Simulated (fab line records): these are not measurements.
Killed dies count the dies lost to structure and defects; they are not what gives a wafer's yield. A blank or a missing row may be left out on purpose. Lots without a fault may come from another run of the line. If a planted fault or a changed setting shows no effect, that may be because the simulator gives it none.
What tool caused it? -- flow sky130 -- 13 lots, 39 wafers sampled, at 3 steps of a route of 708

== WHAT EACH GAUGE READ, for each wafer ==
SKY_VIA1_RS_MEAS_22: a four-point-probe measurement. Usual: VIA1_W_RS typically reads 0.422 ohm/sq, with standard deviation 0.0062.
lot,measured,on,VIA1_W_RS (ohm/sq),flag
L908,day 34 17:56,filmMetro-03,0.428 0.429 0.425,
L910,day 35 03:13,filmMetro-01,0.399 0.400 0.402 0.399 0.401 0.402,OFF
L912,day 35 12:53,filmMetro-04,0.401 0.394 0.400 0.401 0.394 0.399,OFF
L914,day 36 15:36,filmMetro-04,0.425 0.420 0.426,
L918,day 37 17:07,filmMetro-03,0.411 0.416 0.410,
L924,day 39 00:50,filmMetro-04,0.426 0.421 0.425,
L923,day 39 05:05,filmMetro-04,0.425 0.425 0.426,
L926,day 39 15:17,filmMetro-04,0.423 0.429 0.425,
L927,day 39 22:56,filmMetro-03,0.429 0.429 0.424,
L928,day 40 05:09,filmMetro-03,0.425 0.412 0.415,
L929,day 40 11:07,filmMetro-01,0.417 0.422 0.422,
L931,day 40 17:09,filmMetro-04,0.425 0.423 0.417,
L930,day 40 18:19,filmMetro-04,0.430 0.424 0.427,

SKY_VIA1_THK_MEAS_23: measures by xrf. Usual: VIA1_W_THK typically reads 274 nm, with standard deviation 4.4.
lot,measured,on,VIA1_W_THK (nm),flag
L908,day 34 18:02,filmMetro-03,269 268 271,
L910,day 35 06:19,filmMetro-01,291 292 289 292 290 289,OFF
L912,day 35 14:14,filmMetro-04,289 295 290 289 294 289,OFF
L914,day 36 15:43,filmMetro-04,275 277 276,
L918,day 37 17:14,filmMetro-03,280 276 282,
L924,day 39 00:57,filmMetro-04,271 277 273,
L923,day 39 05:12,filmMetro-04,272 271 272,
L926,day 39 15:25,filmMetro-04,276 271 272,
L927,day 39 23:03,filmMetro-03,268 268 273,
L928,day 40 05:16,filmMetro-03,271 280 279,
L929,day 40 11:13,filmMetro-01,277 275 273,
L931,day 40 17:16,filmMetro-04,272 275 279,
L930,day 40 18:26,filmMetro-04,271 274 273,

== TOOL THAT RAN EACH LOT (tool first, then ch and the chambers of the sampled wafers, then the start) ==
lot,SKY_VIA1_CVD_21
L908,"cvdW-02 ch 0,1, day 34 17:50"
L910,"cvdW-02 ch 0,1, day 35 03:07"
L912,"cvdW-02 ch 0,1, day 35 12:47"
L914,"cvdW-01 ch 0, day 36 15:29"
L918,"cvdW-01 ch 1, day 37 17:02"
L924,"cvdW-02 ch 0,1, day 39 00:44"
L923,"cvdW-02 ch 0,1, day 39 04:59"
L926,"cvdW-02 ch 0,1, day 39 15:12"
L927,"cvdW-02 ch 0,1, day 39 22:50"
L928,"cvdW-01 ch 0,1, day 40 05:02"
L929,"cvdW-01 ch 0,1, day 40 11:00"
L931,"cvdW-02 ch 0,1, day 40 17:04"
L930,"cvdW-02 ch 0,1, day 40 18:14"
- SKY_VIA1_CVD_21: deposits W, target thk 270 nm, time 80.902 s.

== AS READ BY THE TOOLS THEMSELVES (means over the sampled wafers that have a number; for cases with no such wafer, the mark the record gives instead) ==
SKY_VIA1_CVD_21. Usual: chamberPressureTorr 40.01 Torr, standard deviation 0.087; heaterPowerW 924 W, standard deviation 110.
lot,tool,chamberPressureTorr (Torr),heaterPowerW (W),flag
L908,cvdW-02,40.01,907,
L910,cvdW-02,44.66,900,OFF
L912,cvdW-02,44.56,899,OFF
L914,cvdW-01,40.10,811,
L918,cvdW-01,40.15,1033,
L924,cvdW-02,40.06,902,
L923,cvdW-02,39.95,971,
L926,cvdW-02,40.05,902,
L927,cvdW-02,40.07,899,
L928,cvdW-01,40.12,904,
L929,cvdW-01,40.10,824,
L931,cvdW-02,39.97,979,
L930,cvdW-02,39.97,896,

== THE ANSWER, worked out from the rows above alone ==
Rule: a lot is off if the mean of its wafers that have a number lies more than 3 standard deviations from the usual mean. Also off: a lot with no number at a reading for which 4 or more lots have one. Any other lot the step has rows for is counted as sound. The gauges are gone through in route order, then the tools' own readings, and for those a lot's mean is taken as printed above. The first step at which some lot is off is used, and at that step the reading that is off furthest; a lot without a number counts as furthest.
Off: L910, L912, seen at SKY_VIA1_RS_MEAS_22 (VIA1_W_RS).
If a tool, at a process step before that reading, ran all the lots that are off and no sound lot after the first of them, it fits. The gauges at SKY_VIA1_RS_MEAS_22 aren't tried: what is off there is off at SKY_VIA1_CVD_21 too, on other tools, and a gauge's error can't cause that. Of those tried, none fits.

== WHAT THE SIMULATOR PUT IN ==
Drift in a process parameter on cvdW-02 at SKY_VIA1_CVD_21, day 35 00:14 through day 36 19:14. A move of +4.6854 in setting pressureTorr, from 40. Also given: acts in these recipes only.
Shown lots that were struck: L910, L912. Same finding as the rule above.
